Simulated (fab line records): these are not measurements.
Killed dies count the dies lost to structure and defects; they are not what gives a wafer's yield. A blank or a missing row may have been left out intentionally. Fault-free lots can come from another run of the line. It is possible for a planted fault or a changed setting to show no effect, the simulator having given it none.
8D (eight disciplines) problem report, filled in by code / flow sky130 / the parts of the form that need people (team, actions taken, sign-off) are left out

== 1. WHAT IS WRONG ==
A mean of 0.3715 Pa is read at SKY_METAL4_SPUTTER_04 for chamberPressurePa, taken on 1 wafer of 1 lot, against 0.4001 Pa (standard deviation 0.00079) on wafers free of any fault. That puts it -36 standard deviations away from the usual mean.
The step: material TiN, target thk 70 nm, time 58.3 s.
First observed at day 44 02:17: wafer L120.3, on pvdSputter-02. At this step, 15 wafers from 5 lots have a number in the record. Rule for "out", or "out of limits": more than 4 standard deviations from the usual mean. The other wafers with a number count as sound.

== 2. WHAT IT IS AND WHAT IT IS NOT ==
question=which readings at this step | is=chamberPressurePa | is not=throttleValvePct
question=which lots | is=L120 | is not=L105, L112, L122, L124
question=which wafers of those lots | is=L120.3 | is not=L120.4, L120.5
question=read on which tools | is=pvdSputter-02 | is not=pvdSputter-01, pvdSputter-04
question=when | is=from day 44 02:17 | is not=up to then (8 sound wafers); but 6 sound wafers of L122, L124 came after

== 3. SUSPECTS, AND WHAT RULES EACH OUT ==
Counting: if a tool at a process step up to the reading ran every lot that is out, it stays a suspect. Sound lots after the first of them don't rule it out here, since some wafers of a struck lot are sound.
- pvdSputter-04 at SKY_VIA3_SPUTTER_20 (material TiN, target thk 20 nm, time 80 s): kept. It ran the lot that is out, L120 (day 44 01:31).
- cmp-02 at SKY_VIA3_CMP_24 (polishes, stops on SiO2, t overpolish 20 s, target thk 0 nm): kept. It ran the lot that is out, L120 (day 44 01:52); its last sound lot up to then is L112 (day 41 21:24).
- pvdSputter-02 at SKY_METAL4_SPUTTER_00 (material Ti, target thk 15 nm, time 10 s): kept. It ran the lot that is out, L120 (day 44 02:10); its last sound lot up to then is L105 (day 39 07:10).
- pvdSputter-02 at SKY_METAL4_SPUTTER_02 (material AlCu, target thk 735 nm, time 39.1 s): kept. It ran the lot that is out, L120 (day 44 02:13); its last sound lot up to then is L105 (day 39 07:13).
- pvdSputter-02 at SKY_METAL4_SPUTTER_03 (material Ti, target thk 5 nm, time 3.3 s): kept. It ran the lot that is out, L120 (day 44 02:16); its last sound lot up to then is L105 (day 39 07:16).
- pvdSputter-02 at SKY_METAL4_SPUTTER_04 (material TiN, target thk 70 nm, time 58.3 s): kept. It ran the lot that is out, L120 (day 44 02:17); its last sound lot up to then is L105 (day 39 07:17). On those wafers its own readings are out: chamberPressurePa.
Left after counting: pvdSputter-04 at SKY_VIA3_SPUTTER_20, cmp-02 at SKY_VIA3_CMP_24, pvdSputter-02 at SKY_METAL4_SPUTTER_00, pvdSputter-02 at SKY_METAL4_SPUTTER_02, pvdSputter-02 at SKY_METAL4_SPUTTER_03, pvdSputter-02 at SKY_METAL4_SPUTTER_04.

== 4. THE CAUSE (what the simulator had put in) ==
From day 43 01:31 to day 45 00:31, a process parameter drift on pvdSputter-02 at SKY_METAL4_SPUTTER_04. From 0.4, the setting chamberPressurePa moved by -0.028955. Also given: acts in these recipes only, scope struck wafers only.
Of the 6 suspects that counting leaves, this tool is one.

== 5. THE CHAIN OF EFFECTS, in route order ==
Rows list readings where the struck wafers' mean (over those with a number) sits beyond 3 standard deviations from the usual. Only readings for which the record gives a usual standard deviation are gone through. hours: the time from each lot's start at the first step in this table that gives one to its start at this step, as a median over the lots. sigmas: the change in usual standard deviations.
hours=0; step=SKY_METAL4_SPUTTER_04; reading=chamberPressurePa; usual=0.4001 Pa; on struck wafers=0.3715; change=-0.0286; sigmas=-36
Process steps it contains:
- SKY_METAL4_SPUTTER_04: material TiN, target thk 70 nm, time 58.3 s.

== 6. HOW IT WOULD HAVE BEEN CAUGHT EARLIER ==
In this record the first reading out of limits was taken at day 44 02:17, 25 hours after the fault began at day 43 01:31.
